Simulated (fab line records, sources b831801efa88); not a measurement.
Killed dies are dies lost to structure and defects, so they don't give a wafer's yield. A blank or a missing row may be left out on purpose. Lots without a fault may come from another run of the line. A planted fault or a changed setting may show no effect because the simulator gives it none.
A struck lot beside a sound one | flow sky130 | 17 steps out of a route of 708
Sound: wafers L510.1, L510.2, L510.3. Struck: wafers L501.1, L501.2, L501.5. The cause comes at the end.
At each step with rows: each side's tool, then ch and its chambers, then its first start. Under that, the readings that differ: sound wafers | struck wafers | difference of the means | sigmas: that difference in standard deviations of wafers without a fault.
alike: readings whose means differ by less than 2 such deviations, and words and numbers that are the same on both sides. not compared: withheld readings, readings that some wafer has no value for, bounds like >300 that may hide the same value, and numbers for which the record gives no deviation and whose values overlap.
The two part at a step that has a row with sigmas, a row that says differs or no value, or rows on one side only. Numbers that don't overlap but have no deviation are shown without sigmas and don't part them. A reading that every wafer of one side lacks parts them only if that side has two wafers or more.

first, 5 steps without rows for these wafers: SKY_SD_N_COAT_02 (resist thk 1140 nm); SKY_SD_N_SOFTBAKE_03 (time 60 s); SKY_SD_N_EXPOSE_04 (exposes mask NSDM, target cd 380 nm); SKY_SD_N_PEB_05; SKY_SD_N_DEVELOP_06 (develop time 60 s).
SKY_SD_N_CD_MEAS_07: target cd 380 nm.
  sound on cd_sem-01, day 34 13:23; struck on cd_sem-02, day 31 17:58
  alike: cd_nm
SKY_SD_N_OVL_MEAS_08:
  sound on overlay-02, day 34 13:31; struck on overlay-01, day 31 18:05
  alike: SD_N_OVL
then, 2 steps without rows for these wafers: SKY_SD_N_IMPLANT_09; SKY_SD_N_IMPLANT_10.
SKY_SD_N_STRIP_11: strips in O2/N2.
  sound on plasma_asher-02 ch 0,1, day 34 13:51; struck on plasma_asher-04 ch 0,1, day 31 18:25
  reading                      | sound             | struck            | difference | sigmas
  strip_time_to_endpoint_s (s) | 22.42 22.44 22.40 | 22.52 22.52 22.54 | +0.11      | +2
  alike: drypump_motor_current_A, n2_flow_sccm, oes_product_au
  not compared: rf_hours_counter_h
SKY_SD_N_TW_MEAS_12:
  sound on film_metro-02, day 34 13:57; struck on film_metro-03, day 31 18:31
  reading | sound          | struck         | difference | sigmas
  SD_N_TW | 3991 4012 3994 | 3942 3967 3940 | -49        | -2
then, 1 step without rows for these wafers: SKY_SD_N_CLEAN_13 (cleans in SC1/SC2, time 150 s).
SKY_SD_N_RTA_14: time 2 s.
  sound on rtp_anneal-02 ch 0, day 34 14:04; struck on rtp_anneal-01 ch 0, day 31 18:38
  reading            | sound             | struck            | difference | sigmas
  lamp_power_pct (%) | 15.71 15.70 15.68 | 14.43 14.46 14.59 | -1.20      | -20
  alike: wafer_temp_C_max
SKY_SD_N_RS_MEAS_16: measures by four-point-probe.
  sound on film_metro-01, day 34 14:14; struck on film_metro-02, day 31 18:49
  reading          | sound             | struck            | difference | sigmas
  SD_N_RS (ohm/sq) | 68.77 68.54 68.64 | 73.99 73.92 73.83 | +5.26      | +48
SKY_SD_N_RS_MEAS_17: measures by four-point-probe.
  sound on film_metro-01, day 34 14:21; struck on film_metro-02, day 31 18:56
  reading          | sound             | struck            | difference | sigmas
  SD_P_RS (ohm/sq) | 147.5 147.5 147.5 | 180.1 180.1 180.1 | +32.6      | +91
SKY_SD_N_RS_MEAS_18: measures by four-point-probe.
  sound on film_metro-01, day 34 14:28; struck on film_metro-02, day 31 19:03
  alike: RES_XHIGH_RS
-- the record jumps here: 17 days lie between the struck wafers' starts before and after (it left off in module SD_N and takes up again in module PAD_OPEN, whose first step shown is number 708 of the route) --
SKY_PAD_OPEN_PROBE_99:
  sound on prober-02, day 50 11:57; struck on prober-01, day 48 12:50
  reading                                | sound             | struck            | difference | sigmas
  model.etest.res_xhigh_po.line_ohm_um   | 5788 5876 5754    | 8330 8357 8192    | +2487      |
  model.etest.res_xhigh_po.rs_ohm_sq     | 1994 2012 1993    | 2905 2933 2830    | +890       |
  model.etest.tip_p.rs_ohm_sq            | 6781 6835 6776    | 7424 7379 7395    | +602       |
  model.etest.pfet_01v8.r_on_ohm_um      | 2861 2812 2828    | 3403 3403 3455    | +587       |
  model.etest.res_pdiff.line_ohm_um      | 1364 1382 1380    | 1731 1714 1726    | +348       |
  model.etest.res_high_po.line_ohm_um    | 752.6 763 731.6   | 1014 1017 998.8   | +261       |
  model.etest.licon_high_po.rc_ohm       | 339.1 356.8 355.9 | 574.6 604.3 591.7 | +239.6     |
  model.etest.pfet_g5v0d10v5.r_on_ohm_um | 4666 4662 4759    | 4912 4890 4986    | +234       |
  alike: killed_at_M0_to_M3, killed_at_M4_up, killed_at_contacts, killed_at_front_end, killed_at_other, killed_dies, killed_open, killed_short

WHERE THEY PART
First at SKY_SD_N_STRIP_11; last, within this record, at SKY_SD_N_RS_MEAS_17. Later steps at which nothing parts them and some readings are alike: SKY_SD_N_RS_MEAS_18, SKY_PAD_OPEN_PROBE_99.

WHY: what the simulator had put in
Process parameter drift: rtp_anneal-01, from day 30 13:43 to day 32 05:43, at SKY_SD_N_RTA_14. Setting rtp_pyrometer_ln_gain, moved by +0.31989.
